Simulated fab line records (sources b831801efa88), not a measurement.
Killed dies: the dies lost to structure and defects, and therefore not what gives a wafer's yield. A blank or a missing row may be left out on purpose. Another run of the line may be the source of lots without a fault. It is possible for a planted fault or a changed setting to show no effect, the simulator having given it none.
fab line records    flow gf180mcu
[record] lots = 13  wafers = 36  last_day = 34
route steps=602 shown LVPWELL@63 VT_IMPLANT@110 MVPSD@139 POLY_GATE@167
lots with no fault: from the same line, run without faults
start_h: hours from the record's first day to the start of the lot's first wafer shown    wait_h: how many hours have passed since the lot's step before this one    " same as the row above    L1.1+2: several wafers, shown together as one row    - either no value or no given start    * or withheld: withheld    < > ~ a bound
route shown NAME@n: a module of which the file shows steps, and the number in the route of the first    usual: average and standard deviation across the fault-free wafers    same: alike in all rows    chamber/n: place in a boat    sites: readings site by site    _std_site: the values' standard deviation    _edge_site: inner sites' mean taken away from outer sites' mean    radius_mm: how far each site lies from the wafer's centre    mask NAME#n: copy n    behind: the most recent tool/chamber to have shaped the wafer    hold: what put the lot on hold/how long, in hours/how the hold closed    device: which transistor (n, p or np) failed to switch    end of line: tests of these same wafers at the route's end    step lacking rows: just its recipe    killed: the dies lost at the first sort to structure and to defects; this is not the yield of the wafer    map: the dies of a wafer, with x for killed, . for not killed, _ for no die there
set.NAME: the run value of the setting; set.NAME@STEP: its run value at that earlier step    model.NAME: the simulator's own value behind a step, which no gauge read
steps of the route over a sample of lots; a table a step, a row a wafer
services: the hour from which a tool's chamber was out of use, counted from the record's first day as start_h (under 0 if before that day), plus the number of hours and why
[[steps]]
[step GF_LVPWELL_IMPLANT_09]
[recipe] species = B  energy_kev = 60  dose_cm2 = 5e+12  tilt_deg = 0
[usual] faraday_current_uA = 28.2/0.51
lot.wafer  tool          chamber  start_h  wait_h  faraday_current_uA
L325.2     implanter-02  0        69.34    0.1     28.4
L325.4     "             0        "        "       28.1
L325.5     "             0        "        "       28.5
L326.1     implanter-04  0        73.50    0.1     27.9
L326.4     "             0        "        "       28.4
L326.5     "             0        "        "       28.4
L327.2     implanter-02  0        81.87    0.1     28.5
L327.3     "             0        "        "       28.9
L327.6     "             0        "        "       28.6
L329.2     implanter-04  0        90.82    0.1     28.3
L329.3     "             0        "        "       28.8
L329.5     "             0        "        "       28.0
L330.1     implanter-01  0        96.20    0.1     28.3
L330.3     "             0        "        "       28.7
L330.6     "             0        "        "       28.7
L331.1     implanter-04  0        101.70   0.1     28.0
L331.4     "             0        "        "       28.5
L331.6     "             0        "        "       29.0
L332.4     implanter-01  0        106.49   0.1     27.8
L332.5     "             0        "        "       28.3
L332.6     "             0        "        "       27.1
L335.2     implanter-04  0        130.44   0.1     28.2
L335.4     "             0        "        "       29.1
L335.6     "             0        "        "       27.9
L337.6     implanter-04  0        137.69   0.1     28.4
L338.4     implanter-04  0        142.74   0.1     28.8
L338.6     "             0        "        "       29.3
L343.1     implanter-02  0        170.92   0.1     27.2
L343.4     "             0        "        "       28.0
L343.6     "             0        "        "       28.0
L344.1     implanter-01  0        176.31   0.1     27.3
L344.4     "             0        "        "       28.4
L344.6     "             0        "        "       28.4
L346.1     implanter-02  0        185.41   0.1     28.0
L346.2     "             0        "        "       28.6
L346.5     "             0        "        "       28.9
[step GF_VT_IMPLANT_STRIP_20]
[recipe] chemistry = O2/N2  power_w = 1400  pressure_mtorr = 1500  platen_temp_c = 250  o2_flow_sccm = 3000  n2_flow_sccm = 300  overash_fraction = 0.5
[usual] drypump_motor_current_A = 5.9/0.65  heater_power_w = 368/53  oes_product_au = 0.716/0.0044  strip_time_to_endpoint_s = 12.64/0.031
lot.wafer  tool             chamber  start_h  wait_h  drypump_motor_current_A  heater_power_w  oes_product_au  rf_hours_counter_h  strip_time_to_endpoint_s
L325.2     plasma_asher-04  0        126.35   0.1     5.9                      281             0.714           35                  12.58
L325.4     "                1        "        "       5.4                      335             0.709           -                   12.62
L325.5     "                0        "        "       5.9                      281             0.714           -                   12.62
L326.1     plasma_asher-01  1        130.80   0.1     6.2                      404             0.721           1                   12.67
L326.4     "                0        "        "       6.8                      336             0.720           -                   12.70
L326.5     "                1        "        "       6.2                      414             0.715           -                   12.66
L327.2     plasma_asher-02  0        139.70   0.1     4.8                      443             0.711           48                  12.67
L327.3     "                0        "        "       4.8                      433             0.719           -                   12.65
L327.6     "                0        "        "       4.8                      466             0.718           -                   12.66
L329.2     plasma_asher-02  1        150.55   0.1     6.1                      339             0.719           49                  12.64
L329.3     "                0        "        "       4.8                      451             0.710           -                   12.65
L329.5     "                0        "        "       4.8                      447             0.725           -                   12.64
L330.1     plasma_asher-04  1        156.30   0.1     5.4                      336             0.712           38                  12.61
L330.3     "                0        "        "       5.8                      282             0.723           -                   12.62
L330.6     "                1        "        "       5.4                      345             0.712           -                   12.60
L331.1     plasma_asher-04  0        163.60   0.1     5.8                      283             0.717           39                  12.61
L331.4     "                0        "        "       5.9                      281             0.712           -                   12.60
L331.6     "                1        "        "       5.4                      334             0.725           -                   12.61
L332.4     plasma_asher-02  0        168.18   0.1     4.8                      446             0.724           -                   12.64
L332.5     "                1        "        "       6.1                      348             0.715           -                   12.61
L332.6     "                0        "        "       4.8                      455             0.722           -                   12.64
L335.2     plasma_asher-01  0        196.71   0.2     6.8                      328             0.719           8                   12.69
L335.4     "                1        "        "       6.2                      409             0.718           -                   12.66
L335.6     "                0        "        "       6.7                      329             0.715           -                   12.67
L337.6     plasma_asher-02  1        203.72   0.1     6.1                      337             0.710           -                   12.62
L338.4     plasma_asher-01  1        209.58   0.1     6.2                      401             0.722           -                   12.66
L338.6     "                0        "        "       6.7                      339             0.719           -                   12.66
L343.1     plasma_asher-02  0        241.85   0.1     4.8                      445             0.714           58                  12.66
L343.4     "                0        "        "       4.8                      439             0.720           -                   12.63
L343.6     "                0        "        "       4.8                      467             0.717           -                   12.67
L344.1     plasma_asher-01  0        247.60   0.1     6.8                      334             0.717           14                  12.62
L344.4     "                1        "        "       6.2                      401             0.716           -                   12.61
L344.6     "                0        "        "       6.7                      325             0.721           -                   12.67
L346.1     plasma_asher-01  0        257.50   0.1     6.7                      325             0.718           15                  12.70
L346.2     "                1        "        "       6.2                      412             0.713           15                  12.72
L346.5     "                1        "        "       6.2                      402             0.718           -                   12.72
[step GF_VT_IMPLANT_OVL_MEAS_29]
[usual] VT_IMPLANT_02_OVL = -0.7/1.3
lot.wafer  tool        chamber  start_h  wait_h  VT_IMPLANT_02_OVL[nm]
L325.2     overlay-02  -        141.02   0.1     -0.9
L325.4     "           -        "        "       -0.8
L325.5     "           -        "        "       -0.5
L326.1     overlay-01  -        146.56   0.1     -1.1
L326.4     "           -        "        "       -2.2
L326.5     "           -        "        "       -1.0
L327.2     overlay-01  -        155.22   0.1     -1.4
L327.3     "           -        "        "       -1.7
L327.6     "           -        "        "       -2.8
L329.2     overlay-01  -        165.92   0.1     -0.1
L329.3     "           -        "        "       -0.6
L329.5     "           -        "        "       -0.5
L330.1     overlay-01  -        172.86   0.1     1.2
L330.3     "           -        "        "       1.1
L330.6     "           -        "        "       0.4
L331.1     overlay-02  -        180.11   0.1     -1.2
L331.4     "           -        "        "       -2.3
L331.6     "           -        "        "       -1.1
L332.4     overlay-01  -        184.43   0.1     -1.1
L332.5     "           -        "        "       2.0
L332.6     "           -        "        "       0.1
L335.2     overlay-02  -        213.83   0.1     -2.9
L335.4     "           -        "        "       -2.0
L335.6     "           -        "        "       -0.8
L337.6     overlay-02  -        220.84   0.0     -0.5
L338.4     overlay-01  -        227.28   0.1     -2.6
L338.6     "           -        "        "       -2.3
L343.1     overlay-01  -        260.36   0.1     -2.5
L343.4     "           -        "        "       0.0
L343.6     "           -        "        "       -0.9
L344.1     overlay-01  -        266.58   0.1     -1.3
L344.4     "           -        "        "       0.7
L344.6     "           -        "        "       -1.7
L346.1     overlay-02  -        276.66   0.1     -0.7
L346.2     "           -        "        "       -0.8
L346.5     "           -        "        "       -1.4
[step GF_VT_IMPLANT_RS_MEAS_48]
[recipe] thk_meas_gauge = four-point-probe
[usual] LVPWELL_RS = 1196.9/2.6
lot.wafer  tool           chamber  start_h  wait_h  hold                      LVPWELL_RS[ohm/sq]
L325.2     film_metro-03  -        157.84   0.1     -                         1195.5
L325.4     "              -        "        "       -                         1198.6
L325.5     "              -        "        "       -                         1196.0
L326.1     film_metro-01  -        163.87   0.1     -                         1197.8
L326.4     "              -        "        "       -                         1196.4
L326.5     "              -        "        "       -                         1193.9
L327.2     film_metro-04  -        172.57   0.1     -                         1199.8
L327.3     "              -        "        "       -                         1196.4
L327.6     "              -        "        "       -                         1198.1
L329.2     film_metro-01  -        183.53   0.1     -                         1197.1
L329.3     "              -        "        "       -                         1195.2
L329.5     "              -        "        "       -                         1193.5
L330.1     film_metro-04  -        190.67   0.1     -                         1195.4
L330.3     "              -        "        "       -                         1199.7
L330.6     "              -        "        "       -                         1198.7
L331.1     film_metro-01  -        197.90   0.1     -                         1197.7
L331.4     "              -        "        "       -                         1199.6
L331.6     "              -        "        "       -                         1197.8
L332.4     film_metro-04  -        202.36   0.1     -                         1194.6
L332.5     "              -        "        "       -                         1192.4
L332.6     "              -        "        "       -                         1192.2
L335.2     film_metro-03  -        232.19   0.1     -                         1193.7
L335.4     "              -        "        "       -                         1197.3
L335.6     "              -        "        "       -                         1195.1
L337.6     film_metro-04  -        240.16   0.1     await_dispo/0.2h/release  1247.2
L337.6     film_metro-04  -        240.59   0.4     -                         1246.0
L338.4     film_metro-03  -        246.21   0.1     await_dispo/0.2h/release  1196.1
L338.6     "              -        "        "       await_dispo/0.2h/release  1248.2
L338.4     film_metro-03  -        246.49   0.3     -                         1200.8
L338.6     "              -        "        "       -                         1246.8
L343.1     film_metro-04  -        281.15   0.1     -                         1193.5
L343.4     "              -        "        "       -                         1194.9
L343.6     "              -        "        "       -                         1193.6
L344.1     film_metro-01  -        286.85   0.1     -                         1192.7
L344.4     "              -        "        "       -                         1194.2
L344.6     "              -        "        "       -                         1196.2
L346.1     film_metro-03  -        296.95   0.1     -                         1197.9
L346.2     "              -        "        "       -                         1200.3
L346.5     "              -        "        "       -                         1199.8
[step GF_VT_IMPLANT_RS_MEAS_49]
[recipe] thk_meas_gauge = four-point-probe
[usual] MVPSD_RS = 1169.3/2.8
lot.wafer  tool           chamber  start_h  wait_h  hold                      MVPSD_RS[ohm/sq]
L325.2     film_metro-03  -        157.96   0.1     -                         1167.1
L325.4     "              -        "        "       -                         1167.5
L325.5     "              -        "        "       -                         1166.5
L326.1     film_metro-01  -        163.99   0.1     -                         1176.5
L326.4     "              -        "        "       -                         1172.3
L326.5     "              -        "        "       -                         1173.4
L327.2     film_metro-04  -        172.69   0.1     -                         1173.8
L327.3     "              -        "        "       -                         1169.9
L327.6     "              -        "        "       -                         1165.3
L329.2     film_metro-01  -        183.65   0.1     -                         1173.8
L329.3     "              -        "        "       -                         1169.6
L329.5     "              -        "        "       -                         1173.0
L330.1     film_metro-04  -        190.79   0.1     -                         1168.3
L330.3     "              -        "        "       -                         1166.0
L330.6     "              -        "        "       -                         1167.0
L331.1     film_metro-01  -        198.02   0.1     -                         1165.4
L331.4     "              -        "        "       -                         1166.7
L331.6     "              -        "        "       -                         1163.8
L332.4     film_metro-04  -        202.48   0.1     -                         1170.9
L332.5     "              -        "        "       -                         1165.1
L332.6     "              -        "        "       -                         1165.6
L335.2     film_metro-03  -        232.31   0.1     -                         1166.2
L335.4     "              -        "        "       -                         1165.7
L335.6     "              -        "        "       -                         1168.3
L337.6     film_metro-04  -        243.94   3.3     await_dispo/3.1h/release  1166.6
L338.4     film_metro-03  -        248.92   2.4     await_dispo/2.3h/release  1164.8
L338.6     "              -        "        "       await_dispo/2.3h/release  1167.8
L343.1     film_metro-04  -        281.27   0.1     -                         1171.4
L343.4     "              -        "        "       -                         1172.7
L343.6     "              -        "        "       -                         1172.4
L344.1     film_metro-01  -        286.97   0.1     -                         1172.4
L344.4     "              -        "        "       -                         1170.7
L344.6     "              -        "        "       -                         1168.5
L346.1     film_metro-03  -        297.07   0.1     -                         1170.9
L346.2     "              -        "        "       -                         1168.0
L346.5     "              -        "        "       -                         1173.8
[step GF_POLY_GATE_CD_MEAS_10]
[recipe] target_cd_nm = 280
[usual] cd_nm = 280.2/1.1
lot.wafer  tool       chamber  start_h  wait_h  cd_nm
L325.2     cd_sem-01  -        196.83   0.1     279.3
L325.4     "          -        "        "       280.1
L325.5     "          -        "        "       279.1
L326.1     cd_sem-02  -        203.16   0.1     279.7
L326.4     "          -        "        "       280.4
L326.5     "          -        "        "       279.8
L327.2     cd_sem-02  -        211.24   0.1     280.7
L327.3     "          -        "        "       281.2
L327.6     "          -        "        "       280.9
L329.2     cd_sem-02  -        223.43   0.1     280.8
L329.3     "          -        "        "       280.3
L329.5     "          -        "        "       281.3
L330.1     cd_sem-02  -        232.47   0.1     281.8
L330.3     "          -        "        "       280.6
L330.6     "          -        "        "       281.9
L331.1     cd_sem-02  -        238.76   0.1     282.1
L331.4     "          -        "        "       281.9
L331.6     "          -        "        "       280.8
L332.4     cd_sem-01  -        244.92   0.1     280.3
L332.5     "          -        "        "       280.2
L332.6     "          -        "        "       280.0
L335.2     cd_sem-01  -        274.69   0.1     279.9
L335.4     "          -        "        "       280.3
L335.6     "          -        "        "       280.1
L337.6     cd_sem-01  -        285.56   0.1     281.0
L338.4     cd_sem-01  -        291.03   0.1     280.7
L338.6     "          -        "        "       281.1
L343.1     cd_sem-01  -        326.26   0.1     280.1
L343.4     "          -        "        "       281.0
L343.6     "          -        "        "       280.5
L344.1     cd_sem-01  -        332.46   0.1     280.1
L344.4     "          -        "        "       280.1
L344.6     "          -        "        "       280.1
L346.1     cd_sem-02  -        343.57   0.1     280.8
L346.2     "          -        "        "       280.8
L346.5     "          -        "        "       281.3
[[services]]
tool             chamber  start_h  hours  kind
plasma_asher-02  -        47.66    2.1    repair
plasma_asher-02  -        48.60    1.2    repair
implanter-01     -        85.40    2.9    repair
implanter-01     -        90.54    1.1    repair
implanter-02     -        103.09   14.5   pm
plasma_asher-01  -        108.75   9.0    pm
plasma_asher-01  0        108.75   9.0    vent_cycle
plasma_asher-01  1        108.75   9.0    vent_cycle
plasma_asher-01  0        117.75   -      clean
plasma_asher-01  1        117.75   -      clean
implanter-01     -        123.86   3.7    repair
implanter-01     -        128.30   4.0    pm
plasma_asher-01  -        174.30   1.4    repair
implanter-01     -        181.37   0.9    repair
implanter-01     -        189.89   3.2    repair
implanter-04     -        201.16   1.0    repair
implanter-02     -        241.81   3.7    repair
plasma_asher-04  -        245.22   28.1   pm
plasma_asher-02  -        257.27   3.2    repair
[[key]]
[first_sign] step = GF_VT_IMPLANT_RS_MEAS_48  reading = LVPWELL_RS  direction = up  sigmas = 19  usual = 1196.9  struck = 1247.7
[effect] step = GF_VT_IMPLANT_RS_MEAS_48  reading = hold  direction = added
met_at GF_LVPWELL_IMPLANT_09
struck_lots L337,L338
struck_wafers L337.6,L338.6
tester_left_out L337,L338
not_acting_at GF_VT_IMPLANT_STRIP_20,GF_VT_IMPLANT_OVL_MEAS_29,GF_POLY_GATE_CD_MEAS_10
onset_between 130.44 137.69
[fault] kind = process_parameter_drift  tool = implanter-04  chamber = -  onset_h = 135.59  steps = GF_LVPWELL_IMPLANT_09  channel = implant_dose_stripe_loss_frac  offset = 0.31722  shape = step  end_h = 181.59  scope = struck_wafers_only
// tester_left_out: of these lots the tester's yield and bins aren't shown, on N5 and GAA mostly nor the transistor test; their killed dies are dies lost to structure and defects alone, not to doping, threshold or leakage, so they don't give the yield
